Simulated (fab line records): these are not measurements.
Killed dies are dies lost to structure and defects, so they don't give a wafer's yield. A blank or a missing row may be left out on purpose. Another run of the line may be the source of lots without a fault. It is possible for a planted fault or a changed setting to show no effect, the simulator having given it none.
Which tool did it? / flow gf180mcu / 24 lots with 72 wafers sampled at 6 steps, on a route of 602 steps

WHAT THE GAUGES SHOWED, per wafer
GF_V3_THK_MEAS_03. Usual: V3_CVD_02_THK 847 nm, standard deviation 13.
lot=L074; measured=day 21 11:44; on=film_metro-01; V3_CVD_02_THK (nm)=852 842 857; flag=
lot=L075; measured=day 21 17:07; on=film_metro-01; V3_CVD_02_THK (nm)=827 845 838; flag=
lot=L076; measured=day 22 11:08; on=film_metro-03; V3_CVD_02_THK (nm)=840 873 867; flag=
lot=L077; measured=day 22 18:17; on=film_metro-01; V3_CVD_02_THK (nm)=856 837 872; flag=
lot=L079; measured=day 23 05:37; on=film_metro-04; V3_CVD_02_THK (nm)=851 839 840; flag=
lot=L078; measured=day 23 09:20; on=film_metro-01; V3_CVD_02_THK (nm)=836 861 837; flag=
lot=L080; measured=day 23 17:07; on=film_metro-01; V3_CVD_02_THK (nm)=857 867 841; flag=
lot=L081; measured=day 24 01:45; on=film_metro-04; V3_CVD_02_THK (nm)=853 870 842; flag=
lot=L082; measured=day 24 13:07; on=film_metro-03; V3_CVD_02_THK (nm)=844 850 853; flag=
lot=L083; measured=day 24 19:53; on=film_metro-04; V3_CVD_02_THK (nm)=848 832 839; flag=
lot=L084; measured=day 25 03:45; on=film_metro-03; V3_CVD_02_THK (nm)=853 836 847; flag=
lot=L085; measured=day 25 11:04; on=film_metro-03; V3_CVD_02_THK (nm)=851 850 859; flag=
lot=L086; measured=day 25 16:52; on=film_metro-04; V3_CVD_02_THK (nm)=828 834 845; flag=
lot=L087; measured=day 25 22:29; on=film_metro-01; V3_CVD_02_THK (nm)=829 832 841; flag=
lot=L088; measured=day 26 05:02; on=film_metro-01; V3_CVD_02_THK (nm)=841 847 851; flag=
lot=L089; measured=day 26 12:34; on=film_metro-04; V3_CVD_02_THK (nm)=841 853 848; flag=
lot=L090; measured=day 26 22:48; on=film_metro-03; V3_CVD_02_THK (nm)=840 841 877; flag=
lot=L091; measured=day 27 05:35; on=film_metro-04; V3_CVD_02_THK (nm)=845 841 849; flag=
lot=L092; measured=day 27 11:53; on=film_metro-03; V3_CVD_02_THK (nm)=825 843 850; flag=
lot=L093; measured=day 27 15:47; on=film_metro-01; V3_CVD_02_THK (nm)=822 839 851; flag=
lot=L094; measured=day 28 00:10; on=film_metro-03; V3_CVD_02_THK (nm)=848 852 869; flag=
lot=L095; measured=day 28 08:39; on=film_metro-01; V3_CVD_02_THK (nm)=812 828 836; flag=
lot=L096; measured=day 28 13:32; on=film_metro-01; V3_CVD_02_THK (nm)=868 867 861; flag=
lot=L097; measured=day 28 23:11; on=film_metro-04; V3_CVD_02_THK (nm)=835 848 859; flag=

GF_V5_THK_MEAS_01. Usual: V5_CVD_00_THK 300 nm, standard deviation 4.1.
lot=L074; measured=day 26 10:37; on=film_metro-03; V5_CVD_00_THK (nm)=305 295 299; flag=
lot=L075; measured=day 26 15:23; on=film_metro-04; V5_CVD_00_THK (nm)=298 295 299; flag=
lot=L076; measured=day 27 06:52; on=film_metro-04; V5_CVD_00_THK (nm)=296 301 296; flag=
lot=L077; measured=day 27 12:32; on=film_metro-03; V5_CVD_00_THK (nm)=305 299 300; flag=
lot=L079; measured=day 27 21:50; on=film_metro-03; V5_CVD_00_THK (nm)=298 301 304; flag=
lot=L078; measured=day 28 01:56; on=film_metro-03; V5_CVD_00_THK (nm)=296 298 297; flag=
lot=L080; measured=day 28 08:17; on=film_metro-03; V5_CVD_00_THK (nm)=305 302 301; flag=
lot=L081; measured=day 28 16:08; on=film_metro-04; V5_CVD_00_THK (nm)=294 305 297; flag=
lot=L082; measured=day 29 01:46; on=film_metro-01; V5_CVD_00_THK (nm)=300 299 303; flag=
lot=L083; measured=day 29 07:39; on=film_metro-01; V5_CVD_00_THK (nm)=306 301 300; flag=
lot=L084; measured=day 29 13:20; on=film_metro-03; V5_CVD_00_THK (nm)=305 300 295; flag=
lot=L085; measured=day 29 20:07; on=film_metro-04; V5_CVD_00_THK (nm)=304 289 299; flag=
lot=L086; measured=day 30 03:14; on=film_metro-04; V5_CVD_00_THK (nm)=302 301 299; flag=
lot=L087; measured=day 30 08:12; on=film_metro-01; V5_CVD_00_THK (nm)=297 307 299; flag=
lot=L088; measured=day 30 12:50; on=film_metro-04; V5_CVD_00_THK (nm)=299 301 303; flag=
lot=L089; measured=day 30 18:08; on=film_metro-03; V5_CVD_00_THK (nm)=299 300 305; flag=
lot=L090; measured=day 31 04:28; on=film_metro-01; V5_CVD_00_THK (nm)=305 302 306; flag=
lot=L091; measured=day 31 09:07; on=film_metro-01; V5_CVD_00_THK (nm)=308 310 302; flag=
lot=L092; measured=day 31 17:04; on=film_metro-04; V5_CVD_00_THK (nm)=297 302 301; flag=
lot=L093; measured=day 31 20:58; on=film_metro-04; V5_CVD_00_THK (nm)=303 302 295; flag=
lot=L094; measured=day 32 01:36; on=film_metro-03; V5_CVD_00_THK (nm)=295 300 296; flag=
lot=L095; measured=day 32 10:05; on=film_metro-03; V5_CVD_00_THK (nm)=302 298 297; flag=
lot=L096; measured=day 32 16:58; on=film_metro-04; V5_CVD_00_THK (nm)=303 302 293; flag=
lot=L097; measured=day 32 22:24; on=film_metro-03; V5_CVD_00_THK (nm)=303 293 304; flag=

TOOL THAT RAN EACH LOT (tool first, then ch and the chambers of the sampled wafers, then the start)
lot=L074; GF_V2_CMP_04=cmp-02 ch 0,2,3, day 19 06:56; GF_M4_SPUTTER_04=pvd_sputter-02, day 22 14:13; GF_V4_CVD_23=cvd_w-01 ch 0, day 24 13:59; GF_M5_METAL_ETCH_10=rie_metal-04 ch 0,1, day 26 09:53
lot=L075; GF_V2_CMP_04=cmp-01 ch 0,1,2, day 19 13:16; GF_M4_SPUTTER_04=pvd_sputter-01, day 22 19:13; GF_V4_CVD_23=cvd_w-02 ch 0,1, day 24 18:31; GF_M5_METAL_ETCH_10=rie_metal-04 ch 0,1, day 26 14:40
lot=L076; GF_V2_CMP_04=cmp-02 ch 1,2,3, day 20 07:03; GF_M4_SPUTTER_04=pvd_sputter-01, day 23 13:07; GF_V4_CVD_23=cvd_w-02 ch 0,1, day 25 12:17; GF_M5_METAL_ETCH_10=rie_metal-04 ch 0,1, day 27 06:10
lot=L077; GF_V2_CMP_04=cmp-01 ch 1,2,3, day 20 14:56; GF_M4_SPUTTER_04=pvd_sputter-02, day 23 19:23; GF_V4_CVD_23=cvd_w-01 ch 0,1, day 25 17:23; GF_M5_METAL_ETCH_10=rie_metal-01 ch 0,1, day 27 11:50
lot=L079; GF_V2_CMP_04=cmp-01 ch 1,2,3, day 21 02:50; GF_M4_SPUTTER_04=pvd_sputter-01, day 24 06:51; GF_V4_CVD_23=cvd_w-02 ch 0,1, day 26 03:58; GF_M5_METAL_ETCH_10=rie_metal-01 ch 0,1, day 27 21:08
lot=L078; GF_V2_CMP_04=cmp-02 ch 0,1, day 21 06:56; GF_M4_SPUTTER_04=pvd_sputter-03, day 24 10:33; GF_V4_CVD_23=cvd_w-01 ch 0,1, day 26 08:17; GF_M5_METAL_ETCH_10=rie_metal-01 ch 0,1, day 28 01:14
lot=L080; GF_V2_CMP_04=cmp-02 ch 0,1, day 21 13:59; GF_M4_SPUTTER_04=pvd_sputter-01, day 24 17:35; GF_V4_CVD_23=cvd_w-01 ch 1, day 26 14:29; GF_M5_METAL_ETCH_10=rie_metal-01 ch 0,1, day 28 07:35
lot=L081; GF_V2_CMP_04=cmp-02 ch 0,1,2, day 21 23:59; GF_M4_SPUTTER_04=pvd_sputter-01, day 25 01:31; GF_V4_CVD_23=cvd_w-01 ch 0,1, day 26 21:44; GF_M5_METAL_ETCH_10=rie_metal-03 ch 0,1, day 28 15:05
lot=L082; GF_V2_CMP_04=cmp-01 ch 2,3, day 22 12:30; GF_M4_SPUTTER_04=pvd_sputter-01, day 25 12:53; GF_V4_CVD_23=cvd_w-01 ch 0,1, day 27 08:46; GF_M5_METAL_ETCH_10=rie_metal-01 ch 0,1, day 29 01:04
lot=L083; GF_V2_CMP_04=cmp-01 ch 1,2,3, day 22 19:31; GF_M4_SPUTTER_04=pvd_sputter-01, day 25 19:29; GF_V4_CVD_23=cvd_w-01 ch 0,1, day 27 14:44; GF_M5_METAL_ETCH_10=rie_metal-04 ch 0,1, day 29 06:53
lot=L084; GF_V2_CMP_04=cmp-01 ch 1,2,3, day 23 03:04; GF_M4_SPUTTER_04=pvd_sputter-01, day 26 02:27; GF_V4_CVD_23=cvd_w-01 ch 0,1, day 27 21:07; GF_M5_METAL_ETCH_10=rie_metal-03 ch 0,1, day 29 12:17
lot=L085; GF_V2_CMP_04=cmp-02 ch 1,2, day 23 11:07; GF_M4_SPUTTER_04=pvd_sputter-03, day 26 10:03; GF_V4_CVD_23=cvd_w-01 ch 0, day 28 03:41; GF_M5_METAL_ETCH_10=rie_metal-04 ch 0,1, day 29 19:23
lot=L086; GF_V2_CMP_04=cmp-01 ch 1,2, day 23 17:36; GF_M4_SPUTTER_04=pvd_sputter-01, day 26 16:32; GF_V4_CVD_23=cvd_w-01 ch 0,1, day 28 11:05; GF_M5_METAL_ETCH_10=rie_metal-03 ch 0,1, day 30 02:32
lot=L087; GF_V2_CMP_04=cmp-02 ch 0,2, day 24 00:18; GF_M4_SPUTTER_04=pvd_sputter-03, day 26 21:52; GF_V4_CVD_23=cvd_w-01 ch 0,1, day 28 16:49; GF_M5_METAL_ETCH_10=rie_metal-03 ch 0,1, day 30 07:26
lot=L088; GF_V2_CMP_04=cmp-01 ch 2,3, day 24 07:13; GF_M4_SPUTTER_04=pvd_sputter-03, day 27 03:24; GF_V4_CVD_23=cvd_w-02 ch 0,1, day 28 21:31; GF_M5_METAL_ETCH_10=rie_metal-01 ch 0,1, day 30 12:08
lot=L089; GF_V2_CMP_04=cmp-01 ch 2,3, day 24 15:11; GF_M4_SPUTTER_04=pvd_sputter-03, day 27 10:37; GF_V4_CVD_23=cvd_w-01 ch 0,1, day 29 03:32; GF_M5_METAL_ETCH_10=rie_metal-03 ch 0,1, day 30 17:28
lot=L090; GF_V2_CMP_04=cmp-01 ch 0,1,2, day 25 01:26; GF_M4_SPUTTER_04=pvd_sputter-02, day 27 20:51; GF_V4_CVD_23=cvd_w-02 ch 0,1, day 29 13:15; GF_M5_METAL_ETCH_10=rie_metal-04 ch 0,1, day 31 03:46
lot=L091; GF_V2_CMP_04=cmp-02 ch 1,2,3, day 25 10:17; GF_M4_SPUTTER_04=pvd_sputter-02, day 28 03:11; GF_V4_CVD_23=cvd_w-02 ch 0,1, day 29 19:31; GF_M5_METAL_ETCH_10=rie_metal-03 ch 0,1, day 31 08:25
lot=L092; GF_V2_CMP_04=cmp-02 ch 0,2,3, day 25 15:20; GF_M4_SPUTTER_04=pvd_sputter-02, day 28 09:35; GF_V4_CVD_23=cvd_w-02 ch 0, day 30 02:35; GF_M5_METAL_ETCH_10=rie_metal-04 ch 0,1, day 31 16:22
lot=L093; GF_V2_CMP_04=cmp-01 ch 0,1,3, day 25 19:49; GF_M4_SPUTTER_04=pvd_sputter-02, day 28 13:38; GF_V4_CVD_23=cvd_w-02 ch 0,1, day 30 07:50; GF_M5_METAL_ETCH_10=rie_metal-04 ch 0,1, day 31 20:16
lot=L094; GF_V2_CMP_04=cmp-02 ch 0,2,3, day 26 04:13; GF_M4_SPUTTER_04=pvd_sputter-01, day 28 21:19; GF_V4_CVD_23=cvd_w-01 ch 1, day 30 12:40; GF_M5_METAL_ETCH_10=rie_metal-01 ch 0,1, day 32 00:52
lot=L095; GF_V2_CMP_04=cmp-01 ch 0,2,3, day 26 14:00; GF_M4_SPUTTER_04=pvd_sputter-03, day 29 06:12; GF_V4_CVD_23=cvd_w-01 ch 0,1, day 30 22:05; GF_M5_METAL_ETCH_10=rie_metal-04 ch 0,1, day 32 09:22
lot=L096; GF_V2_CMP_04=cmp-02 ch 0,2,3, day 26 18:53; GF_M4_SPUTTER_04=pvd_sputter-02, day 29 11:05; GF_V4_CVD_23=cvd_w-01 ch 0,1, day 31 02:32; GF_M5_METAL_ETCH_10=rie_metal-01 ch 0,1, day 32 16:15
lot=L097; GF_V2_CMP_04=cmp-01 ch 0,1,2, day 27 05:19; GF_M4_SPUTTER_04=pvd_sputter-03, day 29 20:14; GF_V4_CVD_23=cvd_w-01 ch 0,1, day 31 10:48; GF_M5_METAL_ETCH_10=rie_metal-01 ch 0,1, day 32 21:38
- GF_V2_CMP_04: polishes SiO2.
- GF_M4_SPUTTER_04: material TiN, target thk 50 nm, time 41.7 s.
- GF_V4_CVD_23: deposits W, target thk 350 nm, time 104.9 s.
- GF_M5_METAL_ETCH_10: etches the open film in Cl2/BCl3, stops on SiO2, target depth 627.5 nm, time 104.6 s.

AS READ BY THE TOOLS THEMSELVES (means over the sampled wafers that have a number; for cases with no such wafer, the mark the record gives instead)
GF_V2_CMP_04. Usual: motor_current_A 12.4 A, standard deviation 1.2; time_to_endpoint_s 79 s, standard deviation 8.1.
lot=L074; tool=cmp-02; motor_current_A (A)=12.0; time_to_endpoint_s (s)=82; flag=
lot=L075; tool=cmp-01; motor_current_A (A)=12.0; time_to_endpoint_s (s)=80; flag=
lot=L076; tool=cmp-02; motor_current_A (A)=11.8; time_to_endpoint_s (s)=83; flag=
lot=L077; tool=cmp-01; motor_current_A (A)=12.9; time_to_endpoint_s (s)=71; flag=
lot=L079; tool=cmp-01; motor_current_A (A)=12.9; time_to_endpoint_s (s)=76; flag=
lot=L078; tool=cmp-02; motor_current_A (A)=13.1; time_to_endpoint_s (s)=95; flag=
lot=L080; tool=cmp-02; motor_current_A (A)=13.4; time_to_endpoint_s (s)=96; flag=
lot=L081; tool=cmp-02; motor_current_A (A)=12.1; time_to_endpoint_s (s)=89; flag=
lot=L082; tool=cmp-01; motor_current_A (A)=13.5; time_to_endpoint_s (s)=73; flag=
lot=L083; tool=cmp-01; motor_current_A (A)=12.9; time_to_endpoint_s (s)=69; flag=
lot=L084; tool=cmp-01; motor_current_A (A)=12.8; time_to_endpoint_s (s)=75; flag=
lot=L085; tool=cmp-02; motor_current_A (A)=11.5; time_to_endpoint_s (s)=76; flag=
lot=L086; tool=cmp-01; motor_current_A (A)=12.4; time_to_endpoint_s (s)=75; flag=
lot=L087; tool=cmp-02; motor_current_A (A)=12.2; time_to_endpoint_s (s)=82; flag=
lot=L088; tool=cmp-01; motor_current_A (A)=13.0; time_to_endpoint_s (s)=74; flag=
lot=L089; tool=cmp-01; motor_current_A (A)=13.6; time_to_endpoint_s (s)=71; flag=
lot=L090; tool=cmp-01; motor_current_A (A)=12.3; time_to_endpoint_s (s)=73; flag=
lot=L091; tool=cmp-02; motor_current_A (A)=11.9; time_to_endpoint_s (s)=86; flag=
lot=L092; tool=cmp-02; motor_current_A (A)=11.8; time_to_endpoint_s (s)=76; flag=
lot=L093; tool=cmp-01; motor_current_A (A)=12.4; time_to_endpoint_s (s)=73; flag=
lot=L094; tool=cmp-02; motor_current_A (A)=11.8; time_to_endpoint_s (s)=80; flag=
lot=L095; tool=cmp-01; motor_current_A (A)=12.9; time_to_endpoint_s (s)=81; flag=
lot=L096; tool=cmp-02; motor_current_A (A)=11.9; time_to_endpoint_s (s)=80; flag=
lot=L097; tool=cmp-01; motor_current_A (A)=12.7; time_to_endpoint_s (s)=74; flag=

GF_M4_SPUTTER_04. Usual: cathode_dc_power_W 6500.1 W, standard deviation 1.1; throttle_valve_pct 30.4 %, standard deviation 0.77.
lot=L074; tool=pvd_sputter-02; cathode_dc_power_W (W)=6499.9; throttle_valve_pct (%)=30.3; flag=
lot=L075; tool=pvd_sputter-01; cathode_dc_power_W (W)=6499.0; throttle_valve_pct (%)=31.0; flag=
lot=L076; tool=pvd_sputter-01; cathode_dc_power_W (W)=6500.7; throttle_valve_pct (%)=30.4; flag=
lot=L077; tool=pvd_sputter-02; cathode_dc_power_W (W)=6499.7; throttle_valve_pct (%)=29.3; flag=
lot=L079; tool=pvd_sputter-01; cathode_dc_power_W (W)=6500.6; throttle_valve_pct (%)=30.2; flag=
lot=L078; tool=pvd_sputter-03; cathode_dc_power_W (W)=6499.3; throttle_valve_pct (%)=30.8; flag=
lot=L080; tool=pvd_sputter-01; cathode_dc_power_W (W)=6500.5; throttle_valve_pct (%)=30.7; flag=
lot=L081; tool=pvd_sputter-01; cathode_dc_power_W (W)=6499.1; throttle_valve_pct (%)=30.8; flag=
lot=L082; tool=pvd_sputter-01; cathode_dc_power_W (W)=6500.3; throttle_valve_pct (%)=30.0; flag=
lot=L083; tool=pvd_sputter-01; cathode_dc_power_W (W)=6500.4; throttle_valve_pct (%)=30.5; flag=
lot=L084; tool=pvd_sputter-01; cathode_dc_power_W (W)=6500.4; throttle_valve_pct (%)=30.9; flag=
lot=L085; tool=pvd_sputter-03; cathode_dc_power_W (W)=6499.7; throttle_valve_pct (%)=30.7; flag=
lot=L086; tool=pvd_sputter-01; cathode_dc_power_W (W)=6499.9; throttle_valve_pct (%)=30.0; flag=
lot=L087; tool=pvd_sputter-03; cathode_dc_power_W (W)=6500.1; throttle_valve_pct (%)=30.8; flag=
lot=L088; tool=pvd_sputter-03; cathode_dc_power_W (W)=6500.1; throttle_valve_pct (%)=30.4; flag=
lot=L089; tool=pvd_sputter-03; cathode_dc_power_W (W)=6499.9; throttle_valve_pct (%)=30.6; flag=
lot=L090; tool=pvd_sputter-02; cathode_dc_power_W (W)=6500.0; throttle_valve_pct (%)=30.3; flag=
lot=L091; tool=pvd_sputter-02; cathode_dc_power_W (W)=6500.8; throttle_valve_pct (%)=30.3; flag=
lot=L092; tool=pvd_sputter-02; cathode_dc_power_W (W)=6500.0; throttle_valve_pct (%)=29.5; flag=
lot=L093; tool=pvd_sputter-02; cathode_dc_power_W (W)=6499.9; throttle_valve_pct (%)=29.8; flag=
lot=L094; tool=pvd_sputter-01; cathode_dc_power_W (W)=6500.3; throttle_valve_pct (%)=29.7; flag=
lot=L095; tool=pvd_sputter-03; cathode_dc_power_W (W)=6499.5; throttle_valve_pct (%)=30.4; flag=
lot=L096; tool=pvd_sputter-02; cathode_dc_power_W (W)=6498.9; throttle_valve_pct (%)=29.3; flag=
lot=L097; tool=pvd_sputter-03; cathode_dc_power_W (W)=6500.7; throttle_valve_pct (%)=30.6; flag=

GF_V4_CVD_23. Usual: 835 W for heater_power_w, sd 32.
lot=L074; tool=cvd_w-01; heater_power_w (W)=819; flag=
lot=L075; tool=cvd_w-02; heater_power_w (W)=861; flag=
lot=L076; tool=cvd_w-02; heater_power_w (W)=841; flag=
lot=L077; tool=cvd_w-01; heater_power_w (W)=826; flag=
lot=L079; tool=cvd_w-02; heater_power_w (W)=872; flag=
lot=L078; tool=cvd_w-01; heater_power_w (W)=808; flag=
lot=L080; tool=cvd_w-01; heater_power_w (W)=821; flag=
lot=L081; tool=cvd_w-01; heater_power_w (W)=828; flag=
lot=L082; tool=cvd_w-01; heater_power_w (W)=820; flag=
lot=L083; tool=cvd_w-01; heater_power_w (W)=820; flag=
lot=L084; tool=cvd_w-01; heater_power_w (W)=819; flag=
lot=L085; tool=cvd_w-01; heater_power_w (W)=814; flag=
lot=L086; tool=cvd_w-01; heater_power_w (W)=833; flag=
lot=L087; tool=cvd_w-01; heater_power_w (W)=827; flag=
lot=L088; tool=cvd_w-02; heater_power_w (W)=850; flag=
lot=L089; tool=cvd_w-01; heater_power_w (W)=812; flag=
lot=L090; tool=cvd_w-02; heater_power_w (W)=880; flag=
lot=L091; tool=cvd_w-02; heater_power_w (W)=890; flag=
lot=L092; tool=cvd_w-02; heater_power_w (W)=900; flag=
lot=L093; tool=cvd_w-02; heater_power_w (W)=858; flag=
lot=L094; tool=cvd_w-01; heater_power_w (W)=835; flag=
lot=L095; tool=cvd_w-01; heater_power_w (W)=821; flag=
lot=L096; tool=cvd_w-01; heater_power_w (W)=826; flag=
lot=L097; tool=cvd_w-01; heater_power_w (W)=814; flag=

GF_M5_METAL_ETCH_10. Usual: drypump_motor_current_A 5.4 A, standard deviation 0.61; oes_product_au 0.971 a.u., standard deviation 0.0068; throttle_valve_pct 28.252 %, standard deviation 0.011.
lot=L074; tool=rie_metal-04; drypump_motor_current_A (A)=4.8; oes_product_au (a.u.)=0.970; throttle_valve_pct (%)=28.248; flag=
lot=L075; tool=rie_metal-04; drypump_motor_current_A (A)=4.9; oes_product_au (a.u.)=0.966; throttle_valve_pct (%)=28.251; flag=
lot=L076; tool=rie_metal-04; drypump_motor_current_A (A)=4.9; oes_product_au (a.u.)=0.966; throttle_valve_pct (%)=28.259; flag=
lot=L077; tool=rie_metal-01; drypump_motor_current_A (A)=5.6; oes_product_au (a.u.)=0.970; throttle_valve_pct (%)=28.246; flag=
lot=L079; tool=rie_metal-01; drypump_motor_current_A (A)=5.7; oes_product_au (a.u.)=0.972; throttle_valve_pct (%)=28.248; flag=
lot=L078; tool=rie_metal-01; drypump_motor_current_A (A)=5.7; oes_product_au (a.u.)=0.968; throttle_valve_pct (%)=28.251; flag=
lot=L080; tool=rie_metal-01; drypump_motor_current_A (A)=5.7; oes_product_au (a.u.)=0.974; throttle_valve_pct (%)=28.263; flag=
lot=L081; tool=rie_metal-03; drypump_motor_current_A (A)=5.5; oes_product_au (a.u.)=0.969; throttle_valve_pct (%)=28.265; flag=
lot=L082; tool=rie_metal-01; drypump_motor_current_A (A)=5.7; oes_product_au (a.u.)=0.981; throttle_valve_pct (%)=28.248; flag=
lot=L083; tool=rie_metal-04; drypump_motor_current_A (A)=4.9; oes_product_au (a.u.)=0.972; throttle_valve_pct (%)=28.255; flag=
lot=L084; tool=rie_metal-03; drypump_motor_current_A (A)=5.6; oes_product_au (a.u.)=0.973; throttle_valve_pct (%)=28.251; flag=
lot=L085; tool=rie_metal-04; drypump_motor_current_A (A)=4.9; oes_product_au (a.u.)=0.975; throttle_valve_pct (%)=28.243; flag=
lot=L086; tool=rie_metal-03; drypump_motor_current_A (A)=5.6; oes_product_au (a.u.)=0.960; throttle_valve_pct (%)=28.261; flag=
lot=L087; tool=rie_metal-03; drypump_motor_current_A (A)=5.6; oes_product_au (a.u.)=0.973; throttle_valve_pct (%)=28.251; flag=
lot=L088; tool=rie_metal-01; drypump_motor_current_A (A)=5.7; oes_product_au (a.u.)=0.971; throttle_valve_pct (%)=28.254; flag=
lot=L089; tool=rie_metal-03; drypump_motor_current_A (A)=5.5; oes_product_au (a.u.)=0.969; throttle_valve_pct (%)=28.253; flag=
lot=L090; tool=rie_metal-04; drypump_motor_current_A (A)=4.9; oes_product_au (a.u.)=0.961; throttle_valve_pct (%)=28.254; flag=
lot=L091; tool=rie_metal-03; drypump_motor_current_A (A)=5.5; oes_product_au (a.u.)=0.973; throttle_valve_pct (%)=28.244; flag=
lot=L092; tool=rie_metal-04; drypump_motor_current_A (A)=4.9; oes_product_au (a.u.)=0.966; throttle_valve_pct (%)=28.257; flag=
lot=L093; tool=rie_metal-04; drypump_motor_current_A (A)=4.9; oes_product_au (a.u.)=0.970; throttle_valve_pct (%)=28.263; flag=
lot=L094; tool=rie_metal-01; drypump_motor_current_A (A)=6.1; oes_product_au (a.u.)=0.974; throttle_valve_pct (%)=28.250; flag=
lot=L095; tool=rie_metal-04; drypump_motor_current_A (A)=4.9; oes_product_au (a.u.)=0.978; throttle_valve_pct (%)=28.247; flag=
lot=L096; tool=rie_metal-01; drypump_motor_current_A (A)=5.7; oes_product_au (a.u.)=0.968; throttle_valve_pct (%)=28.256; flag=
lot=L097; tool=rie_metal-01; drypump_motor_current_A (A)=6.1; oes_product_au (a.u.)=0.975; throttle_valve_pct (%)=28.258; flag=

THE ANSWER, worked out from the rows above alone
Rule: a lot counts as off when the mean over its wafers that have a number is more than 3 standard deviations away from the usual mean. Also off: a lot with no number at a reading for which 4 or more lots have one. The other lots that the step has rows for count as sound. The gauges are gone through in route order, then the tools' own readings, and for those a lot's mean is taken as printed above. At the first step where some lot is off, the reading lying furthest off is the one used; lots without a number count as furthest.
No lot is off at any reading shown: from this, nothing can be told.

WHAT THE SIMULATOR HAD PUT IN
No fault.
